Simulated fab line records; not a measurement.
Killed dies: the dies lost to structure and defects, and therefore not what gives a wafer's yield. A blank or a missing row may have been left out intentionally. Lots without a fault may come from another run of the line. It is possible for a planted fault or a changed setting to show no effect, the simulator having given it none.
Which tool did it? + flow sky130 + 11 lots with 33 wafers sampled at 5 steps, on a route of 708 steps

WHAT THE GAUGES READ, wafer by wafer
SKY_PWDE_OVL_MEAS_07. Usual: PWDE_OVL typically reads -0.4 nm, with standard deviation 1.6.
| lot  | measured    | on         | PWDE_OVL (nm)  | flag |
|------|-------------|------------|----------------|------|
| L561 | day 3 19:53 | overlay-01 | 1.2 -1.4 -0.6  |      |
| L562 | day 4 00:38 | overlay-01 | 0.7 0.6 -0.4   |      |
| L564 | day 4 13:28 | overlay-02 | 1.6 2.7 -0.3   |      |
| L565 | day 4 21:20 | overlay-02 | -1.4 -2.1 -4.3 |      |
| L567 | day 5 07:28 | overlay-01 | 1.0 -0.1 1.3   |      |
| L569 | day 5 16:52 | overlay-02 | -0.9 -3.2 -3.3 |      |
| L575 | day 7 03:04 | overlay-02 | 1.3 -0.9 0.5   |      |
| L577 | day 7 14:01 | overlay-01 | -2.7 -1.2 -3.6 |      |
| L578 | day 7 20:59 | overlay-01 | 2.9 0.1 0.8    |      |
| L581 | day 8 12:58 | overlay-02 | -0.4 -1.5 -0.3 |      |
| L583 | day 9 00:01 | overlay-02 | -1.2 0.5 1.4   |      |

SKY_NWELL_TW_MEAS_15. Usual: NWELL_TW typically reads 1814, with standard deviation 16.
| lot  | measured    | on            | NWELL_TW       | flag |
|------|-------------|---------------|----------------|------|
| L561 | day 4 13:19 | film metro-01 | 1807 1808 1795 |      |
| L562 | day 4 18:19 | film metro-02 | 1799 1793 1798 |      |
| L564 | day 5 06:49 | film metro-01 | 1809 1794 1800 |      |
| L565 | day 5 15:01 | film metro-04 | 1837 1829 1822 |      |
| L567 | day 6 01:41 | film metro-04 | 1831 1821 1820 |      |
| L569 | day 6 12:11 | film metro-04 | 1838 1824 1829 |      |
| L575 | day 7 23:36 | film metro-04 | 1824 1831 1828 |      |
| L577 | day 8 11:06 | film metro-04 | 1830 1826 1828 |      |
| L578 | day 8 18:17 | film metro-02 | 1790 1786 1791 |      |
| L581 | day 9 10:43 | film metro-04 | 1825 1826 1819 |      |
| L583 | day 9 22:36 | film metro-01 | 1790 1800 1778 |      |

WHICH TOOL RAN EACH LOT (tool, then ch and the chambers of the sampled wafers, then the start)
| lot  | SKY_FIELD_ISO_ETCH_14             | SKY_FIELD_ISO_ETCH_15             | SKY_FIELD_ISO_STRIP_16              |
|------|-----------------------------------|-----------------------------------|-------------------------------------|
| L561 | rie diel-02 ch 0,2,3, day 2 05:19 | rie diel-02 ch 0,2,3, day 2 05:21 | plasma asher-01 ch 0,1, day 2 05:25 |
| L562 | rie diel-01 ch 0,2, day 2 09:03   | rie diel-01 ch 0,2, day 2 09:05   | plasma asher-01 ch 0,1, day 2 09:09 |
| L564 | rie diel-02 ch 0,1,2, day 2 22:42 | rie diel-02 ch 0,1,2, day 2 22:44 | plasma asher-03 ch 0,1, day 2 22:48 |
| L565 | rie diel-02 ch 0,1,2, day 3 02:05 | rie diel-02 ch 0,1,2, day 3 02:08 | plasma asher-02 ch 0,1, day 3 02:11 |
| L567 | rie diel-02 ch 2,3, day 3 12:39   | rie diel-02 ch 2,3, day 3 12:41   | plasma asher-02 ch 0,1, day 3 12:47 |
| L569 | rie diel-02 ch 1,2, day 3 21:40   | rie diel-02 ch 1,2, day 3 21:42   | plasma asher-02 ch 0,1, day 3 21:47 |
| L575 | rie diel-04 ch 2,3, day 5 04:45   | rie diel-04 ch 2,3, day 5 04:47   | plasma asher-02 ch 0, day 5 04:51   |
| L577 | rie diel-04 ch 0,1,2, day 5 17:37 | rie diel-04 ch 0,1,2, day 5 17:39 | plasma asher-03 ch 0,1, day 5 17:43 |
| L578 | rie diel-01 ch 1,2, day 5 23:39   | rie diel-01 ch 1,2, day 5 23:41   | plasma asher-02 ch 0,1, day 5 23:47 |
| L581 | rie diel-04 ch 2,3, day 6 13:07   | rie diel-04 ch 2,3, day 6 13:09   | plasma asher-02 ch 0,1, day 6 13:13 |
| L583 | rie diel-04 ch 0,1, day 6 22:01   | rie diel-04 ch 0,1, day 6 22:03   | plasma asher-01 ch 0,1, day 6 22:07 |
- SKY_FIELD_ISO_ETCH_14: etches BARC in N2/H2, stops on SiO2, time 45.9 s, target depth 60 nm.
- SKY_FIELD_ISO_ETCH_15: etches the open film in CHF3/O2, stops on Si, target depth 180 nm, time 72 s.
- SKY_FIELD_ISO_STRIP_16: strips in O2/N2.

AS READ BY THE TOOLS THEMSELVES (means over the sampled wafers that have a number; for cases with no such wafer, the mark the record gives instead)
SKY_FIELD_ISO_ETCH_14. Usual: chamber pressure mTorr 30.002 mTorr, standard deviation 0.028; drypump motor current A 5.7 A, standard deviation 0.41; oes product au 0.854 a.u., standard deviation 0.0047; throttle valve pct 13.225 %, standard deviation 0.0089.
| lot  | tool        | chamber pressure mTorr (mTorr) | drypump motor current A (A) | oes product au (a.u.) | throttle valve pct (%) | flag |
|------|-------------|--------------------------------|-----------------------------|-----------------------|------------------------|------|
| L561 | rie diel-02 | 29.993                         | 5.8                         | 0.854                 | 13.228                 |      |
| L562 | rie diel-01 | 29.957                         | 5.6                         | 0.860                 | 13.232                 |      |
| L564 | rie diel-02 | 30.013                         | 5.8                         | 0.856                 | 13.230                 |      |
| L565 | rie diel-02 | 30.016                         | 5.9                         | 0.854                 | 13.218                 |      |
| L567 | rie diel-02 | 30.017                         | 5.5                         | 0.855                 | 13.222                 |      |
| L569 | rie diel-02 | 29.996                         | 5.7                         | 0.853                 | 13.227                 |      |
| L575 | rie diel-04 | 29.986                         | 5.5                         | 0.851                 | 13.218                 |      |
| L577 | rie diel-04 | 30.004                         | 5.9                         | 0.853                 | 13.223                 |      |
| L578 | rie diel-01 | 30.009                         | 5.7                         | 0.853                 | 13.227                 |      |
| L581 | rie diel-04 | 30.005                         | 5.7                         | 0.853                 | 13.234                 |      |
| L583 | rie diel-04 | 30.000                         | 6.0                         | 0.854                 | 13.226                 |      |

SKY_FIELD_ISO_ETCH_15. Usual: chamber pressure mTorr 40.00 mTorr, standard deviation 0.036; drypump motor current A 5.7 A, standard deviation 0.41; oes product au 0.949 a.u., standard deviation 0.0073; throttle valve pct 8.845 %, standard deviation 0.01.
| lot  | tool        | chamber pressure mTorr (mTorr) | drypump motor current A (A) | oes product au (a.u.) | throttle valve pct (%) | flag |
|------|-------------|--------------------------------|-----------------------------|-----------------------|------------------------|------|
| L561 | rie diel-02 | 40.01                          | 5.8                         | 0.953                 | 8.855                  |      |
| L562 | rie diel-01 | 39.97                          | 5.6                         | 0.943                 | 8.843                  |      |
| L564 | rie diel-02 | 39.97                          | 5.8                         | 0.946                 | 8.847                  |      |
| L565 | rie diel-02 | 40.00                          | 5.8                         | 0.950                 | 8.847                  |      |
| L567 | rie diel-02 | 40.00                          | 5.5                         | 0.952                 | 8.850                  |      |
| L569 | rie diel-02 | 39.98                          | 5.7                         | 0.956                 | 8.855                  |      |
| L575 | rie diel-04 | 40.02                          | 5.5                         | 0.946                 | 8.840                  |      |
| L577 | rie diel-04 | 40.01                          | 5.9                         | 0.960                 | 8.847                  |      |
| L578 | rie diel-01 | 40.05                          | 5.7                         | 0.951                 | 8.846                  |      |
| L581 | rie diel-04 | 39.97                          | 5.7                         | 0.953                 | 8.850                  |      |
| L583 | rie diel-04 | 40.01                          | 6.0                         | 0.951                 | 8.842                  |      |

SKY_FIELD_ISO_STRIP_16. Usual: chamber pressure mTorr 1500.0 mTorr, standard deviation 1.2; drypump motor current A 6.03 A, standard deviation 0.26; oes product au 0.377 a.u., standard deviation 0.0052; strip time to endpoint s 3.54 s, standard deviation 0.051.
| lot  | tool            | chamber pressure mTorr (mTorr) | drypump motor current A (A) | oes product au (a.u.) | strip time to endpoint s (s) | flag |
|------|-----------------|--------------------------------|-----------------------------|-----------------------|------------------------------|------|
| L561 | plasma asher-01 | 1501.1                         | 6.18                        | 0.374                 | 3.56                         |      |
| L562 | plasma asher-01 | 1499.6                         | 6.17                        | 0.384                 | 3.62                         |      |
| L564 | plasma asher-03 | 1500.6                         | 5.92                        | 0.377                 | 3.53                         |      |
| L565 | plasma asher-02 | 1500.5                         | 6.08                        | 0.373                 | 3.53                         |      |
| L567 | plasma asher-02 | 1499.7                         | 6.18                        | 0.364                 | 3.23                         | OFF  |
| L569 | plasma asher-02 | 1499.4                         | 6.06                        | 0.368                 | 3.31                         | OFF  |
| L575 | plasma asher-02 | 1499.6                         | 5.97                        | 0.381                 | 3.54                         |      |
| L577 | plasma asher-03 | 1501.2                         | 5.73                        | 0.376                 | 3.50                         |      |
| L578 | plasma asher-02 | 1500.4                         | 6.15                        | 0.377                 | 3.53                         |      |
| L581 | plasma asher-02 | 1500.3                         | 6.06                        | 0.380                 | 3.55                         |      |
| L583 | plasma asher-01 | 1499.5                         | 6.21                        | 0.372                 | 3.48                         |      |

THE ANSWER, worked out from the rows above alone
Rule: take the mean of a lot's wafers that have a number; if it is more than 3 standard deviations from the usual mean, the lot is off. A lot without any number at a reading at which 4 lots or more have one is off too. The other lots that the step has rows for count as sound. First the gauges in route order, then the tools' own readings, where a lot's mean is used as printed above. The first step at which some lot is off is used, and at that step the reading that is off furthest; a lot without a number counts as furthest.
Off: L567, L569, at SKY_FIELD_ISO_STRIP_16 (strip time to endpoint s).
A tool fits if, at that step or a process step before it, it ran every lot that is off, and no sound lot after the first of them. One candidate fits, namely rie diel-02 at SKY_FIELD_ISO_ETCH_14 and SKY_FIELD_ISO_ETCH_15. At SKY_FIELD_ISO_ETCH_14 its last sound lot is L565 (day 3 02:05), its first lot that is off L567 (day 3 12:39): a fault that began between those two fits.

WHAT THE SIMULATOR HAD PUT IN
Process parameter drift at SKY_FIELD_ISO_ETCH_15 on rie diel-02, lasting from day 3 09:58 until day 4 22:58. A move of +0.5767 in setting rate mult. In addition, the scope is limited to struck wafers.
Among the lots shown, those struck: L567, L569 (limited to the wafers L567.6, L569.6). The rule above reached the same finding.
